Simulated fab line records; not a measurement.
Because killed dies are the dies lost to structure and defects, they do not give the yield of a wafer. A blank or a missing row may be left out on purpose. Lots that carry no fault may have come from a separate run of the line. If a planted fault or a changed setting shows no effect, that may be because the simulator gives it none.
Which tool did it?    flow gf180mcu    13 lots, 39 wafers sampled, at 5 steps of a route of 602

== WHAT THE GAUGES SHOWED, per wafer ==
GF_M2_THK_MEAS_06: measures by xrf. Usual: M2_ALCU_THK 449 nm, standard deviation 6.2.
lot   measured      on            M2_ALCU_THK (nm)  flag
L233  day 18 03:46  filmMetro-03  451 457 457       
L234  day 18 16:18  filmMetro-02  444 446 443       
L235  day 18 22:52  filmMetro-04  442 442 440       
L236  day 19 07:15  filmMetro-03  452 457 451       
L238  day 20 10:30  filmMetro-02  456 454 453       
L240  day 20 19:27  filmMetro-02  458 454 453       
L241  day 21 01:48  filmMetro-02  451 451 449       
L243  day 21 23:02  filmMetro-03  440 437 440       
L244  day 22 06:35  filmMetro-03  446 444 446       
L253  day 25 12:20  filmMetro-03  459 451 461       
L255  day 25 23:36  filmMetro-02  440 450 437       
L254  day 26 00:38  filmMetro-04  443 439 445       
L256  day 26 06:06  filmMetro-02  454 447 456       

GF_V2_BOW_MEAS_05. Usual: V2_BOW 102 um, standard deviation 8.1.
lot   measured      on            V2_BOW (um)  flag
L233  day 19 05:19  filmMetro-02  98 113 95    
L234  day 19 17:32  filmMetro-02  106 97 93    
L235  day 20 00:35  filmMetro-04  113 100 121  
L236  day 20 08:51  filmMetro-02  106 99 106   
L238  day 21 12:20  filmMetro-01  95 96 88     
L240  day 21 20:55  filmMetro-02  92 92 96     
L241  day 22 02:26  filmMetro-01  95 93 104    
L243  day 22 23:17  filmMetro-01  93 107 84    
L244  day 23 06:35  filmMetro-01  107 104 104  
L253  day 26 10:31  filmMetro-04  103 106 109  
L255  day 26 21:18  filmMetro-04  111 103 101  
L254  day 26 22:15  filmMetro-04  119 105 120  
L256  day 27 04:00  filmMetro-02  107 104 101  

GF_V2_CD_MEAS_14: the cd target is 260 nm. Usual: cdNm reads 260.4 nm (standard deviation 1.2).
lot   measured      on        cdNm (nm)          flag
L233  day 20 05:35  cdSem-01  260.8 260.4 259.2  
L234  day 20 17:43  cdSem-02  260.0 260.2 259.9  
L235  day 21 01:10  cdSem-01  261.2 259.9 259.2  
L236  day 21 08:23  cdSem-01  261.4 261.5 260.2  
L238  day 22 12:14  cdSem-02  260.9 261.3 260.3  
L240  day 22 20:23  cdSem-01  259.5 260.7 259.7  
L241  day 23 01:10  cdSem-01  260.5 260.7 259.1  
L243  day 23 22:19  cdSem-01  274.0 259.4 259.9  OFF
L244  day 24 05:07  cdSem-01  261.5 261.2 274.8  OFF
L253  day 27 06:56  cdSem-02  262.4 261.7 262.3  
L255  day 27 17:28  cdSem-01  258.4 258.8 258.7  
L254  day 27 18:32  cdSem-01  261.1 261.5 261.3  
L256  day 28 00:17  cdSem-01  260.1 260.6 261.1  

GF_V2_OVL_MEAS_15. Usual: V2_OVL 0 nm, standard deviation 4.9.
lot   measured      on          V2_OVL (nm)  flag
L233  day 20 05:42  overlay-02  -3 8 8       
L234  day 20 17:49  overlay-02  -4 1 3       
L235  day 21 01:17  overlay-02  -4 -5 -8     
L236  day 21 08:29  overlay-02  -1 -1 1      
L238  day 22 12:20  overlay-01  -5 -8 1      
L240  day 22 20:28  overlay-02  0 5 2        
L241  day 23 01:16  overlay-02  4 -2 2       
L243  day 23 22:26  overlay-01  4 4 8        
L244  day 24 05:12  overlay-01  1 2 -2       
L253  day 27 07:01  overlay-01  2 -4 3       
L255  day 27 17:34  overlay-02  -2 3 -1      
L254  day 27 18:38  overlay-01  -7 -1 -6     
L256  day 28 00:23  overlay-01  -3 -4 -5     

== TOOL THAT RAN EACH LOT (tool first, then ch and the chambers of the sampled wafers, then the start) ==
lot   GF_V2_EXPOSE_11
L233  krfScanner-01 ch 0, day 19 17:29
L234  krfScanner-01 ch 0, day 20 06:10
L235  krfScanner-02 ch 0, day 20 13:07
L236  krfScanner-02 ch 0, day 20 20:43
L238  krfScanner-02 ch 0, day 22 00:16
L240  krfScanner-02 ch 0, day 22 09:08
L241  krfScanner-02 ch 0, day 22 14:00
L243  krfScanner-02 ch 0, day 23 11:10
L244  krfScanner-02 ch 0, day 23 18:13
L253  krfScanner-01 ch 0, day 26 21:13
L255  krfScanner-01 ch 0, day 27 07:40
L254  krfScanner-02 ch 0, day 27 08:52
L256  krfScanner-02 ch 0, day 27 14:13
- GF_V2_EXPOSE_11: exposes mask Via2, target cd 260 nm.

== AS READ BY THE TOOLS THEMSELVES (means over the sampled wafers that have a number; for cases with no such wafer, the mark the record gives instead) ==
GF_V2_EXPOSE_11. Usual: focusOffsetNm reads 0.0 nm (standard deviation 0.5).
lot   tool           focusOffsetNm (nm)  flag
L233  krfScanner-01  0.3                 
L234  krfScanner-01  -0.5                
L235  krfScanner-02  -0.1                
L236  krfScanner-02  -0.3                
L238  krfScanner-02  0.9                 
L240  krfScanner-02  -0.8                
L241  krfScanner-02  0.6                 
L243  krfScanner-02  -0.2                
L244  krfScanner-02  0.1                 
L253  krfScanner-01  -0.4                
L255  krfScanner-01  0.4                 
L254  krfScanner-02  0.4                 
L256  krfScanner-02  -0.3                

== THE ANSWER, worked out from the rows above alone ==
Rule: a lot is off if the mean of its wafers that have a number lies more than 3 standard deviations from the usual mean. Also off: a lot with no number at a reading for which 4 or more lots have one. Any other lot the step has rows for is counted as sound. Order of review: gauges by route order, followed by the tools' own readings, for which a lot's mean as printed above is used. At the first step where some lot is off, the reading lying furthest off is the one used; lots without a number count as furthest.
Off, at GF_V2_CD_MEAS_14 on cdNm: L243, L244.
A tool fits if, at a process step before that reading, it ran every lot that is off, and no sound lot after the first of them. The gauges at GF_V2_CD_MEAS_14 are tried like those tools. None of those tried fits.

== WHAT THE SIMULATOR HAD INSERTED ==
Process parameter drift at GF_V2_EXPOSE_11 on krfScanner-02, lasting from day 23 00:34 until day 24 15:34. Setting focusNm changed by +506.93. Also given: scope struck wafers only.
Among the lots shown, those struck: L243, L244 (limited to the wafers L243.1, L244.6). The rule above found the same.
